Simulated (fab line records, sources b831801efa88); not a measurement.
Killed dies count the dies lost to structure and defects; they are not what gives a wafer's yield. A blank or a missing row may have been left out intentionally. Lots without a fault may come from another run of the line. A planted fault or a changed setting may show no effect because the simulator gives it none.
fab line records ; flow sky130
[record] lots = 6; wafers = 16; last-day = 50
route steps=708 shown CAPM@548 METAL3@555
lots that met no fault: from a run of the same line without faults
start-h: start of the lot's first displayed wafer, in hours after the record's first day ; wait-h: hours elapsed since this lot's preceding step ; " repeats the value in the row above ; L1.1+2: one row covering several wafers at once ; - no value, or no start given ; * or withheld: withheld ; < > ~ a bound
route shown NAME@n: NAME is a module with steps in the file, n the number in the route of the first one ; usual: the fault-free wafers' mean and standard deviation ; same: alike in all rows ; chamber/n: place in a boat ; sites: each site's reading ; _std_site: standard deviation across them ; _edge_site: inner sites' mean taken away from outer sites' mean ; radius-mm: for every site, how far away it sits from the centre of the wafer ; mask NAME#n: copy n ; behind: tool/chamber where the wafer was last shaped ; hold: cause of the lot's hold/its duration in hours/its outcome ; device: names the non-switching transistor (n, p or np) ; end of line: at the end of the route, the tests of the same wafers ; where a step has no rows: the recipe by itself ; killed: dies that structure and defects cost at the first sort, which is not the same as the wafer's yield ; map: the dies of a wafer, with x for killed, . for not killed, _ for no die there
set.NAME: the run value of the setting; set.NAME@STEP: its run value at that earlier step ; model.NAME: the simulator's own value behind a step, which no gauge read
lots at some steps of the route; a table a step, a row a wafer
services: a tool's chamber out of use, with start hour (start-h, from the record's first day; less than 0 if before it), hours out, and reason
[[steps]]
[step SKY_CAPM_DEVELOP_11]
[recipe] resist = NOVOLAK; developer = TMAH; develop-time-s = 60; dev-temp-c = 23
[step SKY_CAPM_OVL_MEAS_12]
[usual] CAPM_OVL = -0.3/1.4
lot.wafer;tool;chamber;start-h;wait-h;CAPM_OVL[nm]
L101.3;overlay-01;-;871.93;0.1;0.2
L101.4;overlay-01;-;871.93;0.1;-1.6
L101.5;overlay-01;-;871.93;0.1;-0.6
L109.1;overlay-01;-;940.17;0.1;-1.5
L109.4;overlay-01;-;940.17;0.1;-0.3
L109.6;overlay-01;-;940.17;0.1;-1.0
L112.2;overlay-01;-;955.77;0.1;1.1
L112.5;overlay-01;-;955.77;0.1;1.6
L113.3;overlay-02;-;962.03;0.1;1.3
L113.4;overlay-02;-;962.03;0.1;0.0
L121.2;overlay-01;-;1023.07;0.1;-0.4
L121.4;overlay-01;-;1023.07;0.1;-0.2
L121.5;overlay-01;-;1023.07;0.1;-1.1
L122.1;overlay-02;-;1026.87;0.1;-2.2
L122.4;overlay-02;-;1026.87;0.1;-2.7
L122.6;overlay-02;-;1026.87;0.1;-2.2
[step SKY_CAPM_METAL_ETCH_13]
[recipe] target-depth-nm = 220; stop-on = SiO2; chemistry = Cl2/BCl3; target = TiN; pressure-mtorr = 10; icp-w = 900; bias-w = 48.5; Cl2_flow_sccm = 60; bcl3-flow-sccm = 30; time-s = 62.9
[usual] bcl3-flow-sccm = 29.99/0.088; drypump-motor-current-A = 5.7/0.42; mfc-cl2-sccm = 59.99/0.2; oes-product-au = 0.939/0.0064; rf-fwd-power-W = 892/3.7; throttle-valve-pct = 21.903/0.0093
lot.wafer;tool;chamber;start-h;wait-h;bcl3-flow-sccm;drypump-motor-current-A;mfc-cl2-sccm;oes-product-au;rf-fwd-power-W;rf-hours-counter-h;throttle-valve-pct
L101.3;rie-metal-03;1;871.98;0.0;30.09;5.4;59.53;0.934;891;-;21.896
L101.4;rie-metal-03;0;871.98;0.0;30.01;6.3;59.94;0.932;893;-;21.901
L101.5;rie-metal-03;1;871.98;0.0;30.17;5.4;59.97;0.938;889;-;21.893
L109.1;rie-metal-04;0;940.21;0.0;30.01;5.5;60.32;0.942;890;18;21.894
L109.4;rie-metal-04;0;940.21;0.0;29.95;5.5;60.19;0.941;893;-;21.901
L109.6;rie-metal-04;0;940.21;0.0;29.97;5.5;60.41;0.936;893;-;21.891
L112.2;rie-metal-02;1;955.80;0.0;29.78;6.2;59.80;0.927;892;15;21.918
L112.5;rie-metal-02;0;955.80;0.0;30.00;5.7;60.26;0.942;895;-;21.898
L113.3;rie-metal-04;0;962.08;0.0;30.02;5.5;59.60;0.939;893;-;21.896
L113.4;rie-metal-04;1;962.08;0.0;29.96;5.0;60.31;0.936;884;-;21.907
L121.2;rie-metal-03;0;1023.10;0.0;30.17;6.4;60.12;0.946;891;5;21.902
L121.4;rie-metal-03;1;1023.10;0.0;30.06;5.4;59.89;0.942;884;-;21.888
L121.5;rie-metal-03;1;1023.10;0.0;30.04;5.4;59.90;0.941;883;-;21.911
L122.1;rie-metal-04;0;1026.91;0.0;29.98;5.5;59.89;0.948;897;25;21.904
L122.4;rie-metal-04;0;1026.91;0.0;29.98;5.5;59.79;0.945;890;-;21.909
L122.6;rie-metal-04;0;1026.91;0.0;29.94;5.5;60.06;0.944;894;-;21.912
[step SKY_CAPM_STRIP_14]
[recipe] chemistry = O2/N2; power-w = 1400; pressure-mtorr = 1500; platen-temp-c = withheld; o2-flow-sccm = 3000; n2-flow-sccm = 300; overash-fraction = 0.5
[usual] drypump-motor-current-A = 5.7/0.37; oes-product-au = 0.710/0.0046; strip-time-to-endpoint-s = 12.66/0.043
lot.wafer;tool;chamber;start-h;wait-h;drypump-motor-current-A;oes-product-au;rf-hours-counter-h;strip-time-to-endpoint-s
L101.3;plasma-asher-02;0;872.06;0.1;6.1;0.710;-;12.68
L101.4;plasma-asher-02;1;872.06;0.1;5.4;0.711;-;12.72
L101.5;plasma-asher-02;1;872.06;0.1;5.4;0.703;-;12.68
L109.1;plasma-asher-03;1;940.36;0.1;5.7;0.710;82;12.65
L109.4;plasma-asher-03;0;940.36;0.1;5.7;0.717;-;12.66
L109.6;plasma-asher-03;1;940.36;0.1;5.7;0.708;-;12.65
L112.2;plasma-asher-02;0;955.88;0.1;6.1;0.706;108;12.71
L112.5;plasma-asher-02;1;955.88;0.1;5.4;0.713;-;12.68
L113.3;plasma-asher-04;0;962.16;0.1;6.1;0.708;-;12.64
L113.4;plasma-asher-04;1;962.16;0.1;5.1;0.718;-;12.64
L121.2;plasma-asher-02;0;1023.18;0.1;6.1;0.709;115;12.55
L121.4;plasma-asher-02;0;1023.18;0.1;6.1;0.708;-;12.60
L121.5;plasma-asher-02;0;1023.18;0.1;6.1;0.716;-;12.61
L122.1;plasma-asher-03;0;1027.06;0.1;5.8;0.714;90;12.62
L122.4;plasma-asher-03;1;1027.06;0.1;5.7;0.707;-;12.59
L122.6;plasma-asher-03;0;1027.06;0.1;5.8;0.705;-;12.63
[step SKY_CAPM_STRIP_15]
[recipe] chemistry = post-etch-residue-remover; time-s = 1200; temp-c = 72.5
[step SKY_CAPM_CLEAN_16]
[recipe] chemistry = IPA; time-s = 180; temp-c = 25
[step SKY_CAPM_CLEAN_17]
[recipe] chemistry = O3/DIW; dry = n2-spin
[step SKY_METAL3_DEHYDRATE_05]
[recipe] temp-c = 200; time-s = 60
[step SKY_METAL3_HMDS_06]
[recipe] prime-time-s = 60; prime-temp-c = 120
[step SKY_METAL3_COAT_07]
[recipe] resist = BARC; temp-c = withheld; time-s = withheld; spin-rpm = 3000; resist-thk-nm = 60
[step SKY_METAL3_COAT_08]
[recipe] resist = KrF-thick; spin-rpm = 3000; resist-thk-nm = 1140
[step SKY_METAL3_SOFTBAKE_09]
[recipe] temp-c = 100; time-s = 90; resist = KrF-thick
[step SKY_METAL3_EXPOSE_10]
[recipe] mask-id = MM3; na = 0.68; source-shape = annular; sigma-inner = 0.4; sigma-outer = 0.8; target-cd-nm = 300; dose-mj = 28
[usual] exposure-dose-mJ-cm2 = 28.005/0.027
lot.wafer;tool;chamber;start-h;wait-h;mask;exposure-dose-mJ-cm2
L101.3;krf-scanner-02;0;886.41;-;MM3#0;28.064
L101.4;krf-scanner-02;0;886.41;-;MM3#0;28.044
L101.5;krf-scanner-02;0;886.41;-;MM3#0;28.049
L109.1;krf-scanner-02;0;954.67;-;MM3#0;28.001
L109.4;krf-scanner-02;0;954.67;-;MM3#0;28.005
L109.6;krf-scanner-02;0;954.67;-;MM3#0;28.020
L112.2;krf-scanner-02;0;969.24;-;MM3#0;27.966
L112.5;krf-scanner-02;0;969.24;-;MM3#0;28.013
L113.3;krf-scanner-02;0;975.79;-;MM3#0;28.000
L113.4;krf-scanner-02;0;975.79;-;MM3#0;27.993
L121.2;krf-scanner-01;0;1034.81;-;MM3#0;27.990
L121.4;krf-scanner-01;0;1034.81;-;MM3#0;28.020
L121.5;krf-scanner-01;0;1034.81;-;MM3#0;28.007
L122.1;krf-scanner-01;0;1038.87;-;MM3#0;28.010
L122.4;krf-scanner-01;0;1038.87;-;MM3#0;28.022
L122.6;krf-scanner-01;0;1038.87;-;MM3#0;28.013
[step SKY_METAL3_PEB_11]
[recipe] peb-temp-c = withheld; peb-time-s = withheld; resist = KrF-thick
[step SKY_METAL3_DEVELOP_12]
[recipe] develop-time-s = 60; resist = KrF-thick; dev-temp-c = 21
[step SKY_METAL3_CD_MEAS_13]
[recipe] target-cd-nm = 300
[usual] cd-nm = 299.6/1.6
lot.wafer;tool;chamber;start-h;wait-h;cd-nm
L101.3;cd-sem-01;-;898.99;-;301.3
L101.4;cd-sem-01;-;898.99;-;300.8
L101.5;cd-sem-01;-;898.99;-;301.8
L109.1;cd-sem-01;-;967.12;-;301.2
L109.4;cd-sem-01;-;967.12;-;301.0
L109.6;cd-sem-01;-;967.12;-;301.3
L112.2;cd-sem-02;-;981.49;-;178.3
L112.5;cd-sem-02;-;981.49;-;299.7
L113.3;cd-sem-01;-;987.16;-;301.8
L113.4;cd-sem-01;-;987.16;-;179.6
L121.2;cd-sem-01;-;1045.57;-;297.7
L121.4;cd-sem-01;-;1045.57;-;299.7
L121.5;cd-sem-01;-;1045.57;-;300.1
L122.1;cd-sem-01;-;1049.90;-;299.4
L122.4;cd-sem-01;-;1049.90;-;299.5
L122.6;cd-sem-01;-;1049.90;-;300.0
[step SKY_METAL3_OVL_MEAS_14]
[usual] METAL3_OVL = 1/5.2
lot.wafer;tool;chamber;start-h;wait-h;METAL3_OVL[nm]
L101.3;overlay-02;-;899.08;0.1;-2
L101.4;overlay-02;-;899.08;0.1;-1
L101.5;overlay-02;-;899.08;0.1;-2
L109.1;overlay-02;-;967.24;0.1;-1
L109.4;overlay-02;-;967.24;0.1;6
L109.6;overlay-02;-;967.24;0.1;-2
L112.2;overlay-01;-;981.60;0.1;2
L112.5;overlay-01;-;981.60;0.1;-1
L113.3;overlay-02;-;987.25;0.1;10
L113.4;overlay-02;-;987.25;0.1;2
L121.2;overlay-01;-;1045.68;0.1;3
L121.4;overlay-01;-;1045.68;0.1;2
L121.5;overlay-01;-;1045.68;0.1;12
L122.1;overlay-01;-;1050.02;0.1;-2
L122.4;overlay-01;-;1050.02;0.1;-3
L122.6;overlay-01;-;1050.02;0.1;1
[step SKY_METAL3_DESCUM_15]
[recipe] chemistry = O2; source-power-w = 150; bias-power-w = 0; pressure-mtorr = 10; temp-c = 40; time-s = 8
[usual] drypump-motor-current-A = 5.9/0.47; oes-product-au = 1.003/0.011; rf-fwd-power-W = 146.9/0.74
lot.wafer;tool;chamber;start-h;wait-h;drypump-motor-current-A;oes-product-au;rf-fwd-power-W;rf-hours-counter-h;model.METAL3.cd-nm
L101.3;rie-metal-04;1;899.12;0.0;5.0;0.996;147.0;-;300.5
L101.4;rie-metal-04;0;899.12;0.0;5.5;1.014;147.7;-;299.8
L101.5;rie-metal-04;0;899.12;0.0;5.5;1.014;148.0;-;300.8
L109.1;rie-metal-03;1;967.28;0.0;5.4;0.994;146.8;19;301.7
L109.4;rie-metal-03;0;967.28;0.0;6.4;1.007;148.4;-;301.4
L109.6;rie-metal-03;0;967.28;0.0;6.4;0.996;147.6;-;301.7
L112.2;rie-metal-04;0;981.64;0.0;5.5;0.997;146.6;-;177.9
L112.5;rie-metal-04;0;981.64;0.0;5.4;0.989;146.9;-;300
L113.3;rie-metal-01;1;987.28;0.0;6.4;1.021;148.0;-;301.5
L113.4;rie-metal-01;0;987.28;0.0;5.8;1.004;146.1;-;179.2
L121.2;rie-metal-01;0;1045.71;0.0;5.8;1.001;146.4;19;297.7
L121.4;rie-metal-01;0;1045.71;0.0;5.8;0.992;145.9;-;299.6
L121.5;rie-metal-01;1;1045.71;0.0;6.4;1.005;148.2;-;299.4
L122.1;rie-metal-01;0;1050.06;0.0;5.8;0.998;146.1;19;299.5
L122.4;rie-metal-01;1;1050.06;0.0;6.4;1.017;147.7;-;298.8
L122.6;rie-metal-01;0;1050.06;0.0;5.8;0.996;146.1;-;300.3
[step SKY_METAL3_ETCH_16]
[recipe] chemistry = N2/H2; target = BARC; ion-energy-ev = 200; bias-w = 100; pressure-mtorr = 30; n2-flow-sccm = 100; h2-flow-sccm = 200; icp-w = 500; stop-on = SiO2; time-s = 88.2; target-depth-a = 600
[usual] drypump-motor-current-A = 5.9/0.46; oes-product-au = 0.625/0.0048; rf-fwd-power-W = 496.6/1.8; throttle-valve-pct = 13.205/0.0091
lot.wafer;tool;chamber;start-h;wait-h;drypump-motor-current-A;oes-product-au;rf-fwd-power-W;rf-hours-counter-h;throttle-valve-pct
L101.3;rie-metal-04;1;899.17;0.0;5.1;0.637;496.2;-;13.206
L101.4;rie-metal-04;0;899.17;0.0;5.5;0.618;498.0;-;13.212
L101.5;rie-metal-04;0;899.17;0.0;5.5;0.626;496.8;-;13.220
L109.1;rie-metal-03;1;967.31;0.0;5.4;0.623;495.3;19;13.187
L109.4;rie-metal-03;0;967.31;0.0;6.4;0.619;497.5;-;13.197
L109.6;rie-metal-03;0;967.31;0.0;6.4;0.622;498.6;-;13.216
L112.2;rie-metal-04;0;981.72;0.1;5.5;0.636;494.8;-;13.210
L112.5;rie-metal-04;0;981.72;0.1;5.5;0.621;496.9;-;13.211
L113.3;rie-metal-01;1;987.34;0.0;6.4;0.624;496.6;-;13.216
L113.4;rie-metal-01;0;987.34;0.0;5.8;0.628;496.7;-;13.204
L121.2;rie-metal-01;0;1045.74;0.0;5.8;0.632;496.0;19;13.199
L121.4;rie-metal-01;0;1045.74;0.0;5.8;0.622;497.2;-;13.196
L121.5;rie-metal-01;1;1045.74;0.0;6.4;0.619;497.7;-;13.208
L122.1;rie-metal-01;0;1050.09;0.0;5.8;0.625;496.8;19;13.222
L122.4;rie-metal-01;1;1050.09;0.0;6.4;0.619;494.5;-;13.186
L122.6;rie-metal-01;0;1050.09;0.0;5.8;0.620;496.6;-;13.209
[step SKY_METAL3_ETCH_17]
[recipe] target = SiO2; stop-on = TiN; chemistry = C4F8/O2/Ar; source-w = 1500; bias-w = 1200; pressure-mtorr = 40; c4f8-flow-sccm = withheld; O2_flow_sccm = 6; Ar_flow_sccm = 300; time-s = 3.9; target-depth-a = 150
[usual] oes-product-au = 0.756/0.0075; rf-fwd-power-W = 1468/7.8
lot.wafer;tool;chamber;start-h;wait-h;oes-product-au;rf-fwd-power-W;rf-hours-counter-h
L101.3;rie-diel-03;3;899.24;0.0;0.750;1461;17
L101.4;rie-diel-03;0;899.24;0.0;0.771;1470;24
L101.5;rie-diel-03;1;899.24;0.0;0.752;1475;-
L109.1;rie-diel-03;3;967.41;0.1;0.765;1458;19
L109.4;rie-diel-03;1;967.41;0.1;0.744;1465;24
L109.6;rie-diel-03;3;967.41;0.1;0.758;1461;-
L112.2;rie-diel-02;3;981.89;0.1;0.757;1455;16
L112.5;rie-diel-02;2;981.89;0.1;0.757;1467;-
L113.3;rie-diel-02;2;987.40;0.0;0.756;1468;8
L113.4;rie-diel-02;0;987.40;0.0;0.764;1469;21
L121.2;rie-diel-02;1;1045.84;0.1;0.747;1470;9
L121.4;rie-diel-02;2;1045.84;0.1;0.765;1462;10
L121.5;rie-diel-02;2;1045.84;0.1;0.765;1457;-
L122.1;rie-diel-03;2;1050.19;0.1;0.741;1480;15
L122.4;rie-diel-03;1;1050.19;0.1;0.754;1468;28
L122.6;rie-diel-03;1;1050.19;0.1;0.744;1468;-
[step SKY_METAL3_METAL_ETCH_18]
[recipe] target-depth-a = 8450; stop-on = SiO2; over-etch-frac = 0.3; time-s = 183.1; chemistry = Cl2/BCl3; resist-sidewall-deg = 88; pressure-mtorr = 10; icp-w = 900; bias-w = 48.5; Cl2_flow_sccm = 60; bcl3-flow-sccm = 30
[usual] bcl3-flow-sccm = 30.00/0.099; drypump-motor-current-A = 5.7/0.47; mfc-cl2-sccm = 60.01/0.18; oes-product-au = 0.867/0.0067; rf-fwd-power-W = 896.2/2.8; throttle-valve-pct = 22.263/0.0084
lot.wafer;tool;chamber;start-h;wait-h;bcl3-flow-sccm;drypump-motor-current-A;mfc-cl2-sccm;oes-product-au;rf-fwd-power-W;rf-hours-counter-h;throttle-valve-pct;model.METAL3.cd-nm
L101.3;rie-metal-03;0;899.31;0.1;30.02;6.4;60.06;0.875;897.0;-;22.266;300
L101.4;rie-metal-03;1;899.31;0.1;29.99;5.4;60.13;0.876;892.8;-;22.267;298.6
L101.5;rie-metal-03;1;899.31;0.1;30.10;5.4;59.83;0.872;892.1;-;22.269;297.8
L109.1;rie-metal-04;1;967.42;0.0;29.95;5.0;60.13;0.870;894.3;1;22.264;305
L109.4;rie-metal-04;1;967.42;0.0;29.97;5.0;60.02;0.863;894.1;-;22.265;304.7
L109.6;rie-metal-04;0;967.42;0.0;29.87;5.4;60.20;0.874;893.9;-;22.278;308.1
L112.2;rie-metal-01;0;981.90;0.0;30.20;5.8;60.12;0.869;897.6;16;22.266;173.8
L112.5;rie-metal-01;1;981.90;0.0;29.95;6.4;60.29;0.869;901.2;-;22.270;301.3
L113.3;rie-metal-04;0;987.54;0.1;29.88;5.5;60.46;0.878;892.7;-;22.258;304.7
L113.4;rie-metal-04;0;987.54;0.1;29.80;5.5;60.42;0.872;896.6;-;22.274;180.1
L121.2;rie-metal-04;0;1045.86;0.0;29.95;5.5;59.88;0.864;893.7;26;22.263;298.5
L121.4;rie-metal-04;1;1045.86;0.0;30.11;5.1;59.81;0.870;893.4;-;22.268;300.2
L121.5;rie-metal-04;0;1045.86;0.0;29.87;5.5;60.02;0.878;897.6;-;22.257;298
L122.1;rie-metal-04;1;1050.21;0.0;29.81;5.0;60.07;0.873;896.6;4;22.264;302.3
L122.4;rie-metal-04;1;1050.21;0.0;29.74;5.0;60.22;0.861;895.5;-;22.264;301.8
L122.6;rie-metal-04;0;1050.21;0.0;30.07;5.5;59.88;0.862;896.7;-;22.260;303.3
[step SKY_METAL3_STRIP_19]
[recipe] chemistry = O2/N2; power-w = 1400; pressure-mtorr = 1500; platen-temp-c = withheld; o2-flow-sccm = 3000; n2-flow-sccm = 300; overash-fraction = 0.5
[usual] drypump-motor-current-A = 5.7/0.61; oes-product-au = 0.500/0.0055; strip-time-to-endpoint-s = 6.49/0.083
lot.wafer;tool;chamber;start-h;wait-h;drypump-motor-current-A;oes-product-au;rf-hours-counter-h;strip-time-to-endpoint-s
L101.3;plasma-asher-02;1;899.47;0.1;5.5;0.497;-;6.42
L101.4;plasma-asher-02;0;899.47;0.1;6.1;0.496;-;6.48
L101.5;plasma-asher-02;1;899.47;0.1;5.5;0.497;-;6.40
L109.1;plasma-asher-01;1;967.60;0.1;5.0;0.501;22;6.61
L109.4;plasma-asher-01;0;967.60;0.1;6.4;0.507;-;6.59
L109.6;plasma-asher-01;1;967.60;0.1;5.0;0.492;-;6.52
L112.2;plasma-asher-01;0;982.08;0.1;6.4;0.498;24;6.54
L112.5;plasma-asher-01;0;982.08;0.1;6.4;0.493;-;6.31
L113.3;plasma-asher-01;0;987.81;0.2;6.4;0.503;-;6.49
L113.4;plasma-asher-01;1;987.81;0.2;5.0;0.506;-;6.49
L121.2;plasma-asher-04;0;1046.03;0.1;6.2;0.505;62;6.51
L121.4;plasma-asher-04;1;1046.03;0.1;5.1;0.506;-;6.64
L121.5;plasma-asher-04;0;1046.03;0.1;6.1;0.510;-;6.49
L122.1;plasma-asher-02;1;1050.38;0.1;5.5;0.507;118;6.61
L122.4;plasma-asher-02;1;1050.38;0.1;5.5;0.503;-;6.59
L122.6;plasma-asher-02;0;1050.38;0.1;6.1;0.506;-;6.47
[[services]]
tool;chamber;start-h;hours;kind
rie-metal-04;1;854.78;7.0;repair
krf-scanner-02;-;859.39;8.4;repair
rie-metal-01;-;859.83;2.8;pm
krf-scanner-01;-;867.83;11.6;pm
rie-diel-03;0;875.14;11.4;repair
plasma-asher-01;-;888.50;3.1;repair
rie-diel-02;1;893.04;2.9;repair
rie-metal-01;-;906.76;0.6;repair
krf-scanner-02;-;911.59;2.3;repair
plasma-asher-01;-;922.68;2.8;pm
rie-diel-02;3;939.96;7.9;repair
rie-diel-02;-;952.82;0.4;repair
krf-scanner-02;-;968.12;1.0;pm
rie-metal-04;1;973.86;20.2;repair
krf-scanner-02;-;977.14;1.3;pm
krf-scanner-02;-;987.77;0.8;pm
plasma-asher-02;-;994.06;1.3;repair
rie-metal-01;-;995.90;0.2;repair
rie-diel-02;-;998.90;0.4;repair
rie-diel-02;3;1005.23;8.1;repair
rie-diel-02;0;1007.88;15.0;repair
rie-diel-02;-;1025.26;15.6;pm
rie-metal-04;1;1025.74;13.0;repair
rie-diel-02;0;1041.17;2.9;repair
[[key]]
[first-sign] step = SKY_METAL3_CD_MEAS_13; reading = cd-nm; direction = down; sigmas = 76; usual = 299.6; struck = 179.0
effect none on later readings
[model-effect] step = SKY_METAL3_DESCUM_15; value = METAL3.cd-nm; without = 299.7; struck = 178.5
[model-effect] step = SKY_METAL3_METAL_ETCH_18; value = METAL3.cd-nm; without = 298.1; struck = 176.9
met-at SKY_METAL3_EXPOSE_10
struck-wafers L112.2,L113.4
later-rows-left-out L112.2,L113.4
sort-left-out L112.2,L113.4
onset-between 954.67 969.24
[fault] kind = process-parameter-drift; tool = krf-scanner-02; chamber = -; onset-h = 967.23; steps = SKY_METAL3_EXPOSE_10; channel = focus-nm; offset = 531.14; shape = step; end-h = 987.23; scope = struck-wafers-only
// sort-left-out: the simulated sort isn't trusted on such a fault, so these wafers' sort isn't shown, and their yield isn't known
// later-rows-left-out: the simulator's readings of these wafers behind a module that went badly wrong aren't trusted and aren't shown, but for the sort
